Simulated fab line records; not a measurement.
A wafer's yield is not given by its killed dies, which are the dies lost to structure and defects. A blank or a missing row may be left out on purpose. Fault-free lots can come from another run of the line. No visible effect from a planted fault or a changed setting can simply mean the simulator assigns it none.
fab line records + flow sky130
[record]
- lots = 5
- wafers = 15
- last_day = 50
route steps=708 shown VT_ADJUST_HVTR@134 VT_ADJUST_PCH@143
lots that met no fault: from a run of the same line without faults
start_h: start of the lot's first displayed wafer, in hours after the record's first day + wait_h: hours elapsed since this lot's preceding step + " identical to the entry in the row above + L1.1+2: a single row standing in for several wafers + - either no value or no given start + * or withheld: withheld + < > ~ a bound
route shown NAME@n: names a module that has steps shown in the file, with the first one's number in the route + usual: mean/standard deviation taken from wafers without a fault + same: alike in all rows + chamber/n: place in a boat + sites: each site's reading + _std_site: how widely they spread, as a standard deviation + _edge_site: outer sites' mean less inner sites' + radius_mm: for every site, how far away it sits from the centre of the wafer + mask NAME#n: copy n + behind: the last tool/chamber to shape the wafer + hold: cause of the lot's hold/its duration in hours/its outcome + device: the n, p or np transistor that did not switch + end of line: at the end of the route, the tests of the same wafers + where a step has no rows: the recipe by itself + killed: count of dies lost to structure and defects at first sort (not the wafer's yield) + map: dies across one wafer; x = killed, . = not, _ = none there
set.NAME: the setting the step ran with; set.NAME@STEP: the setting that earlier step ran with + model.NAME: the simulator's own value behind a step, which no gauge read
certain route steps with their lots: each step a table, each wafer a row
services: a tool's chamber out of use, with start hour (start_h, from the record's first day; less than 0 if before it), hours out, and reason
[[steps]]
[step SKY_VT_ADJUST_HVTR_SOFTBAKE_03]
[recipe]
- temp_c = 90
- time_s = 60
- resist = NOVOLAK
[usual]
- exhaust_pa = 44.8/0.81
| lot.wafer | tool           | chamber | start_h | wait_h | exhaust_pa |
|-----------|----------------|---------|---------|--------|------------|
| L074.4    | litho_track-01 | 0       | 202.65  | 0.1    | 46.2       |
| L074.5    | "              | 0       | "       | "      | 43.5       |
| L074.6    | "              | 0       | "       | "      | 45.4       |
| L080.2    | litho_track-03 | 0       | 243.47  | 0.1    | 46.3       |
| L080.3    | "              | 0       | "       | "      | 45.5       |
| L080.5    | "              | 0       | "       | "      | 44.6       |
| L088.1    | litho_track-03 | 0       | 299.89  | 0.1    | 44.1       |
| L088.4    | "              | 0       | "       | "      | 45.0       |
| L088.5    | "              | 0       | "       | "      | 44.8       |
| L089.3    | litho_track-01 | 0       | 316.62  | 0.1    | 43.4       |
| L089.5    | "              | 0       | "       | "      | 46.0       |
| L089.6    | "              | 0       | "       | "      | 45.9       |
| L095.2    | litho_track-02 | 0       | 347.28  | 0.1    | 45.2       |
| L095.3    | "              | 0       | "       | "      | 44.3       |
| L095.4    | "              | 0       | "       | "      | 45.0       |
[step SKY_VT_ADJUST_HVTR_EXPOSE_04]
[recipe]
- mask_id = HVTRM
- target_cd_nm = 380
- na = 0.6
- source_shape = conventional
- sigma_outer = 0.6
- dose_mj = 150
| lot.wafer  | tool             | chamber | start_h | wait_h | mask    |
|------------|------------------|---------|---------|--------|---------|
| L074.4+5+6 | iline_stepper-02 | 0       | -       | -      | HVTRM#0 |
| L080.2+3+5 | iline_stepper-02 | 0       | -       | -      | HVTRM#0 |
| L088.1+4+5 | iline_stepper-01 | 0       | -       | -      | HVTRM#0 |
| L089.3+5+6 | iline_stepper-02 | 0       | -       | -      | HVTRM#0 |
| L095.2+3+4 | iline_stepper-01 | 0       | -       | -      | HVTRM#0 |
[step SKY_VT_ADJUST_HVTR_PEB_05]
[recipe]
- temp_c = withheld
- time_s = *
- resist = NOVOLAK
[usual]
- exhaust_pa = 45.1/0.91
| lot.wafer | tool           | chamber | start_h | wait_h | exhaust_pa |
|-----------|----------------|---------|---------|--------|------------|
| L074.4    | litho_track-01 | 0       | -       | -      | 44.6       |
| L074.5    | "              | 0       | "       | "      | 45.7       |
| L074.6    | "              | 0       | "       | "      | 45.4       |
| L080.2    | litho_track-01 | 0       | -       | -      | 45.1       |
| L080.3    | "              | 0       | "       | "      | 44.5       |
| L080.5    | "              | 0       | "       | "      | 44.0       |
| L088.1    | litho_track-01 | 0       | -       | -      | 45.1       |
| L088.4    | "              | 0       | "       | "      | 44.7       |
| L088.5    | "              | 0       | "       | "      | 44.9       |
| L089.3    | litho_track-03 | 0       | -       | -      | 44.4       |
| L089.5    | "              | 0       | "       | "      | 46.2       |
| L089.6    | "              | 0       | "       | "      | 43.8       |
| L095.2    | litho_track-02 | 0       | -       | -      | 45.0       |
| L095.3    | "              | 0       | "       | "      | 44.7       |
| L095.4    | "              | 0       | "       | "      | 45.8       |
[step SKY_VT_ADJUST_HVTR_DEVELOP_06]
[recipe]
- develop_time_s = 60
- dev_temp_c = 23
[usual]
- exhaust_pa = 44.9/0.82
| lot.wafer | tool           | chamber | start_h | wait_h | exhaust_pa |
|-----------|----------------|---------|---------|--------|------------|
| L074.4    | litho_track-01 | 0       | 213.95  | 0.1    | 44.2       |
| L074.5    | "              | 0       | "       | "      | 44.3       |
| L074.6    | "              | 0       | "       | "      | 43.9       |
| L080.2    | litho_track-01 | 0       | 255.04  | 0.1    | 44.8       |
| L080.3    | "              | 0       | "       | "      | 44.9       |
| L080.5    | "              | 0       | "       | "      | 44.6       |
| L088.1    | litho_track-01 | 0       | 312.57  | 0.1    | 44.2       |
| L088.4    | "              | 0       | "       | "      | 44.9       |
| L088.5    | "              | 0       | "       | "      | 45.6       |
| L089.3    | litho_track-03 | 0       | 329.94  | 0.1    | 45.6       |
| L089.5    | "              | 0       | "       | "      | 46.0       |
| L089.6    | "              | 0       | "       | "      | 45.4       |
| L095.2    | litho_track-02 | 0       | 360.18  | 0.1    | 44.4       |
| L095.3    | "              | 0       | "       | "      | 45.2       |
| L095.4    | "              | 0       | "       | "      | 43.8       |
[step SKY_VT_ADJUST_HVTR_CD_MEAS_07]
[recipe]
- target_cd_nm = 380
[usual]
- cd_nm = 380.2/2.4
| lot.wafer | tool      | chamber | start_h | wait_h | cd_nm |
|-----------|-----------|---------|---------|--------|-------|
| L074.4    | cd_sem-01 | -       | 214.08  | 0.1    | 378.0 |
| L074.5    | "         | -       | "       | "      | 379.8 |
| L074.6    | "         | -       | "       | "      | 382.3 |
| L080.2    | cd_sem-02 | -       | 255.19  | 0.1    | 383.2 |
| L080.3    | "         | -       | "       | "      | 385.8 |
| L080.5    | "         | -       | "       | "      | 384.3 |
| L088.1    | cd_sem-01 | -       | 312.72  | 0.1    | 381.7 |
| L088.4    | "         | -       | "       | "      | 378.0 |
| L088.5    | "         | -       | "       | "      | 378.8 |
| L089.3    | cd_sem-02 | -       | 330.08  | 0.1    | 380.6 |
| L089.5    | "         | -       | "       | "      | 381.1 |
| L089.6    | "         | -       | "       | "      | 382.0 |
| L095.2    | cd_sem-01 | -       | 360.33  | 0.1    | 382.4 |
| L095.3    | "         | -       | "       | "      | 382.7 |
| L095.4    | "         | -       | "       | "      | 382.8 |
[step SKY_VT_ADJUST_HVTR_OVL_MEAS_08]
[usual]
- VT_ADJUST_HVTR_OVL = 0.4/1.4
| lot.wafer | tool       | chamber | start_h | wait_h | VT_ADJUST_HVTR_OVL[nm] |
|-----------|------------|---------|---------|--------|------------------------|
| L074.4    | overlay-02 | -       | 214.16  | 0.1    | 0.3                    |
| L074.5    | "          | -       | "       | "      | -1.2                   |
| L074.6    | "          | -       | "       | "      | -0.5                   |
| L080.2    | overlay-02 | -       | 255.30  | 0.1    | -0.7                   |
| L080.3    | "          | -       | "       | "      | 0.8                    |
| L080.5    | "          | -       | "       | "      | -0.2                   |
| L088.1    | overlay-01 | -       | 312.84  | 0.1    | 1.1                    |
| L088.4    | "          | -       | "       | "      | 2.3                    |
| L088.5    | "          | -       | "       | "      | 1.7                    |
| L089.3    | overlay-02 | -       | 330.18  | 0.1    | 1.8                    |
| L089.5    | "          | -       | "       | "      | 0.5                    |
| L089.6    | "          | -       | "       | "      | -0.1                   |
| L095.2    | overlay-01 | -       | 360.43  | 0.1    | 0.4                    |
| L095.3    | "          | -       | "       | "      | 1.8                    |
| L095.4    | "          | -       | "       | "      | 3.1                    |
[step SKY_VT_ADJUST_HVTR_IMPLANT_09]
[recipe]
- species = B
- energy_kev = 10
- dose_cm2 = 2.1e+12
- tilt_deg = withheld
[usual]
- end_station_pressure_torr = 5.01e-06/2.6e-07
[same]
- implant_ion_amu = 11
| lot.wafer | tool         | chamber | start_h | wait_h | end_station_pressure_torr |
|-----------|--------------|---------|---------|--------|---------------------------|
| L074.4    | implanter-04 | 0       | 214.25  | 0.1    | 4.9e-06                   |
| L074.5    | "            | 0       | "       | "      | 5.18e-06                  |
| L074.6    | "            | 0       | "       | "      | 5.42e-06                  |
| L080.2    | implanter-03 | 0       | 255.35  | 0.0    | 5.57e-06                  |
| L080.3    | "            | 0       | "       | "      | 5.42e-06                  |
| L080.5    | "            | 0       | "       | "      | 5.02e-06                  |
| L088.1    | implanter-02 | 0       | 312.88  | 0.0    | 5.03e-06                  |
| L088.4    | "            | 0       | "       | "      | 5.15e-06                  |
| L088.5    | "            | 0       | "       | "      | 4.98e-06                  |
| L089.3    | implanter-03 | 0       | 330.25  | 0.1    | 4.58e-06                  |
| L089.5    | "            | 0       | "       | "      | 4.97e-06                  |
| L089.6    | "            | 0       | "       | "      | 4.78e-06                  |
| L095.2    | implanter-02 | 0       | 360.49  | 0.0    | 4.83e-06                  |
| L095.3    | "            | 0       | "       | "      | 4.81e-06                  |
| L095.4    | "            | 0       | "       | "      | 4.71e-06                  |
[step SKY_VT_ADJUST_HVTR_STRIP_10]
[recipe]
- chemistry = O2/N2
- power_w = 1400
- pressure_mtorr = 1500
- platen_temp_c = withheld
- o2_flow_sccm = 3000
- n2_flow_sccm = 300
- overash_fraction = 0.5
[usual]
- drypump_motor_current_A = 5.6/0.45
- oes_product_au = 0.716/0.0044
- strip_time_to_endpoint_s = 14.16/0.038
| lot.wafer | tool            | chamber | start_h | wait_h | drypump_motor_current_A | oes_product_au | rf_hours_counter_h | strip_time_to_endpoint_s |
|-----------|-----------------|---------|---------|--------|-------------------------|----------------|--------------------|--------------------------|
| L074.4    | plasma_asher-04 | 1       | 214.36  | 0.1    | 5.9                     | 0.713          | -                  | 14.23                    |
| L074.5    | "               | 1       | "       | "      | 5.9                     | 0.707          | -                  | 14.21                    |
| L074.6    | "               | 0       | "       | "      | 5.0                     | 0.719          | -                  | 14.20                    |
| L080.2    | plasma_asher-03 | 0       | 255.48  | 0.1    | 6.2                     | 0.715          | 56                 | 14.17                    |
| L080.3    | "               | 1       | "       | "      | 5.6                     | 0.721          | -                  | 14.14                    |
| L080.5    | "               | 0       | "       | "      | 6.2                     | 0.710          | -                  | 14.15                    |
| L088.1    | plasma_asher-03 | 1       | 313.03  | 0.1    | 5.6                     | 0.711          | 63                 | 14.14                    |
| L088.4    | "               | 0       | "       | "      | 6.2                     | 0.715          | -                  | 14.17                    |
| L088.5    | "               | 1       | "       | "      | 5.6                     | 0.712          | -                  | 14.17                    |
| L089.3    | plasma_asher-01 | 0       | 330.38  | 0.1    | 5.8                     | 0.722          | -                  | 14.13                    |
| L089.5    | "               | 0       | "       | "      | 5.8                     | 0.714          | -                  | 14.19                    |
| L089.6    | "               | 1       | "       | "      | 4.9                     | 0.711          | -                  | 14.17                    |
| L095.2    | plasma_asher-01 | 1       | 360.61  | 0.1    | 4.8                     | 0.708          | 70                 | 14.18                    |
| L095.3    | "               | 1       | "       | "      | 4.9                     | 0.710          | -                  | 14.15                    |
| L095.4    | "               | 0       | "       | "      | 5.8                     | 0.721          | -                  | 14.14                    |
[step SKY_VT_ADJUST_HVTR_TW_MEAS_11]
[usual]
- VT_ADJUST_HVTR_TW = 208.8/2.9
| lot.wafer | tool          | chamber | start_h | wait_h | VT_ADJUST_HVTR_TW |
|-----------|---------------|---------|---------|--------|-------------------|
| L074.4    | film_metro-01 | -       | 214.46  | 0.1    | 212.6             |
| L074.5    | "             | -       | "       | "      | 212.8             |
| L074.6    | "             | -       | "       | "      | 211.8             |
| L080.2    | film_metro-01 | -       | 255.59  | 0.1    | 211.2             |
| L080.3    | "             | -       | "       | "      | 210.1             |
| L080.5    | "             | -       | "       | "      | 211.5             |
| L088.1    | film_metro-03 | -       | 313.13  | 0.1    | 209.7             |
| L088.4    | "             | -       | "       | "      | 208.1             |
| L088.5    | "             | -       | "       | "      | 209.9             |
| L089.3    | film_metro-03 | -       | 330.47  | 0.1    | 208.6             |
| L089.5    | "             | -       | "       | "      | 208.6             |
| L089.6    | "             | -       | "       | "      | 209.6             |
| L095.2    | film_metro-01 | -       | 360.72  | 0.1    | 211.7             |
| L095.3    | "             | -       | "       | "      | 212.1             |
| L095.4    | "             | -       | "       | "      | 212.3             |
[step SKY_VT_ADJUST_PCH_DEHYDRATE_00]
[recipe]
- temp_c = 200
- time_s = 60
[usual]
- exhaust_pa = 45.1/0.87
| lot.wafer | tool           | chamber | start_h | wait_h | exhaust_pa |
|-----------|----------------|---------|---------|--------|------------|
| L074.4    | litho_track-03 | 0       | 224.82  | 10.4   | 45.1       |
| L074.5    | "              | 0       | "       | "      | 45.9       |
| L074.6    | "              | 0       | "       | "      | 46.1       |
| L080.2    | litho_track-01 | 0       | 266.64  | 11.0   | 46.2       |
| L080.3    | "              | 0       | "       | "      | 46.3       |
| L080.5    | "              | 0       | "       | "      | 46.1       |
| L088.1    | litho_track-03 | 0       | 325.59  | 12.5   | 44.7       |
| L088.4    | "              | 0       | "       | "      | 44.2       |
| L088.5    | "              | 0       | "       | "      | 45.0       |
| L089.3    | litho_track-03 | 0       | 342.64  | 12.2   | 46.4       |
| L089.5    | "              | 0       | "       | "      | 44.0       |
| L089.6    | "              | 0       | "       | "      | 45.7       |
| L095.2    | litho_track-03 | 0       | 374.42  | 13.7   | 44.4       |
| L095.3    | "              | 0       | "       | "      | 43.9       |
| L095.4    | "              | 0       | "       | "      | 45.6       |
[step SKY_VT_ADJUST_PCH_HMDS_01]
[recipe]
- prime_time_s = 60
- prime_temp_c = 120
[usual]
- exhaust_pa = 44.8/0.95
[same]
- prime_time_s = 60
| lot.wafer | tool           | chamber | start_h | wait_h | exhaust_pa |
|-----------|----------------|---------|---------|--------|------------|
| L074.4    | litho_track-03 | 0       | 224.97  | 0.1    | 45.2       |
| L074.5    | "              | 0       | "       | "      | 45.6       |
| L074.6    | "              | 0       | "       | "      | 43.7       |
| L080.2    | litho_track-01 | 0       | 266.79  | 0.1    | 45.7       |
| L080.3    | "              | 0       | "       | "      | 46.3       |
| L080.5    | "              | 0       | "       | "      | 45.2       |
| L088.1    | litho_track-03 | 0       | 325.74  | 0.1    | 46.0       |
| L088.4    | "              | 0       | "       | "      | 44.1       |
| L088.5    | "              | 0       | "       | "      | 45.6       |
| L089.3    | litho_track-03 | 0       | 342.79  | 0.1    | 44.6       |
| L089.5    | "              | 0       | "       | "      | 44.8       |
| L089.6    | "              | 0       | "       | "      | 45.5       |
| L095.2    | litho_track-03 | 0       | 374.57  | 0.1    | 45.7       |
| L095.3    | "              | 0       | "       | "      | 46.0       |
| L095.4    | "              | 0       | "       | "      | 45.3       |
[step SKY_VT_ADJUST_PCH_COAT_02]
[recipe]
- spin_rpm = 2000
- resist_thk_nm = 3000
[usual]
- exhaust_pa = 45.0/0.9
| lot.wafer | tool           | chamber | start_h | wait_h | exhaust_pa |
|-----------|----------------|---------|---------|--------|------------|
| L074.4    | litho_track-03 | 0       | 225.12  | 0.1    | 44.6       |
| L074.5    | "              | 0       | "       | "      | 45.3       |
| L074.6    | "              | 0       | "       | "      | 45.4       |
| L080.2    | litho_track-01 | 0       | 266.94  | 0.1    | 45.7       |
| L080.3    | "              | 0       | "       | "      | 45.3       |
| L080.5    | "              | 0       | "       | "      | 46.1       |
| L088.1    | litho_track-03 | 0       | 325.89  | 0.1    | 45.0       |
| L088.4    | "              | 0       | "       | "      | 44.6       |
| L088.5    | "              | 0       | "       | "      | 44.7       |
| L089.3    | litho_track-03 | 0       | 342.94  | 0.1    | 43.6       |
| L089.5    | "              | 0       | "       | "      | 44.5       |
| L089.6    | "              | 0       | "       | "      | 42.5       |
| L095.2    | litho_track-03 | 0       | 374.72  | 0.1    | 46.7       |
| L095.3    | "              | 0       | "       | "      | 44.6       |
| L095.4    | "              | 0       | "       | "      | 45.4       |
[step SKY_VT_ADJUST_PCH_SOFTBAKE_03]
[recipe]
- temp_c = 110
- time_s = withheld
[usual]
- exhaust_pa = 45.0/0.82
| lot.wafer | tool           | chamber | start_h | wait_h | exhaust_pa |
|-----------|----------------|---------|---------|--------|------------|
| L074.4    | litho_track-03 | 0       | 225.29  | 0.1    | 44.0       |
| L074.5    | "              | 0       | "       | "      | 42.4       |
| L074.6    | "              | 0       | "       | "      | 44.6       |
| L080.2    | litho_track-01 | 0       | 267.10  | 0.1    | 44.3       |
| L080.3    | "              | 0       | "       | "      | 44.6       |
| L080.5    | "              | 0       | "       | "      | 43.8       |
| L088.1    | litho_track-03 | 0       | 326.04  | 0.1    | 45.5       |
| L088.4    | "              | 0       | "       | "      | 46.0       |
| L088.5    | "              | 0       | "       | "      | 46.1       |
| L089.3    | litho_track-03 | 0       | 343.11  | 0.1    | 46.0       |
| L089.5    | "              | 0       | "       | "      | 44.5       |
| L089.6    | "              | 0       | "       | "      | 44.9       |
| L095.2    | litho_track-03 | 0       | 374.88  | 0.1    | 45.2       |
| L095.3    | "              | 0       | "       | "      | 45.4       |
| L095.4    | "              | 0       | "       | "      | 45.9       |
[step SKY_VT_ADJUST_PCH_EXPOSE_04]
[recipe]
- mask_id = NWM
- na = 0.6
- source_shape = conventional
- sigma_outer = 0.6
- polarization = unpolarized
- target_cd_nm = 840
- dose_mj = 255
| lot.wafer  | tool             | chamber | start_h | wait_h | mask  |
|------------|------------------|---------|---------|--------|-------|
| L074.4+5+6 | iline_stepper-01 | 0       | -       | -      | NWM#0 |
| L080.2+3+5 | iline_stepper-01 | 0       | -       | -      | NWM#0 |
| L088.1+4+5 | iline_stepper-02 | 0       | -       | -      | NWM#0 |
| L089.3+5+6 | iline_stepper-01 | 0       | -       | -      | NWM#0 |
| L095.2+3+4 | iline_stepper-01 | 0       | -       | -      | NWM#0 |
[step SKY_VT_ADJUST_PCH_PEB_05]
[recipe]
- temp_c = 115
- time_s = withheld
[usual]
- exhaust_pa = 45.1/0.87
| lot.wafer | tool           | chamber | start_h | wait_h | exhaust_pa |
|-----------|----------------|---------|---------|--------|------------|
| L074.4    | litho_track-01 | 0       | -       | -      | 44.8       |
| L074.5    | "              | 0       | "       | "      | 42.7       |
| L074.6    | "              | 0       | "       | "      | 45.4       |
| L080.2    | litho_track-03 | 0       | -       | -      | 46.0       |
| L080.3    | "              | 0       | "       | "      | 45.4       |
| L080.5    | "              | 0       | "       | "      | 44.7       |
| L088.1    | litho_track-03 | 0       | -       | -      | 45.9       |
| L088.4    | "              | 0       | "       | "      | 44.8       |
| L088.5    | "              | 0       | "       | "      | 46.0       |
| L089.3    | litho_track-01 | 0       | -       | -      | 45.4       |
| L089.5    | "              | 0       | "       | "      | 45.9       |
| L089.6    | "              | 0       | "       | "      | 44.9       |
| L095.2    | litho_track-03 | 0       | -       | -      | 44.9       |
| L095.3    | "              | 0       | "       | "      | 44.7       |
| L095.4    | "              | 0       | "       | "      | 44.2       |
[[services]]
| tool             | chamber | start_h | hours | kind   |
|------------------|---------|---------|-------|--------|
| implanter-02     | -       | 182.18  | 3.9   | repair |
| iline_stepper-01 | -       | 191.31  | 12.7  | repair |
| iline_stepper-02 | -       | 194.00  | 3.9   | repair |
| implanter-02     | -       | 212.07  | 6.0   | repair |
| implanter-02     | -       | 223.88  | 3.5   | pm     |
| plasma_asher-04  | -       | 224.96  | 14.6  | pm     |
| implanter-02     | -       | 227.36  | 4.0   | pm     |
| iline_stepper-01 | -       | 244.11  | 6.0   | repair |
| plasma_asher-01  | -       | 245.55  | 39.4  | pm     |
| plasma_asher-04  | -       | 254.95  | 1.3   | repair |
| iline_stepper-01 | -       | 258.61  | 1.7   | pm     |
| iline_stepper-02 | -       | 293.08  | 2.3   | repair |
| plasma_asher-01  | -       | 299.05  | 2.6   | repair |
| iline_stepper-01 | -       | 326.00  | 1.3   | repair |
| implanter-03     | -       | 334.25  | 1.9   | repair |
| implanter-02     | -       | 337.65  | 1.8   | repair |
| implanter-02     | -       | 338.82  | 15.7  | repair |
| iline_stepper-01 | -       | 369.02  | 4.3   | pm     |
| iline_stepper-02 | -       | 377.86  | 1.7   | pm     |
| plasma_asher-04  | -       | 381.16  | 2.2   | repair |
[[key]]
fault none
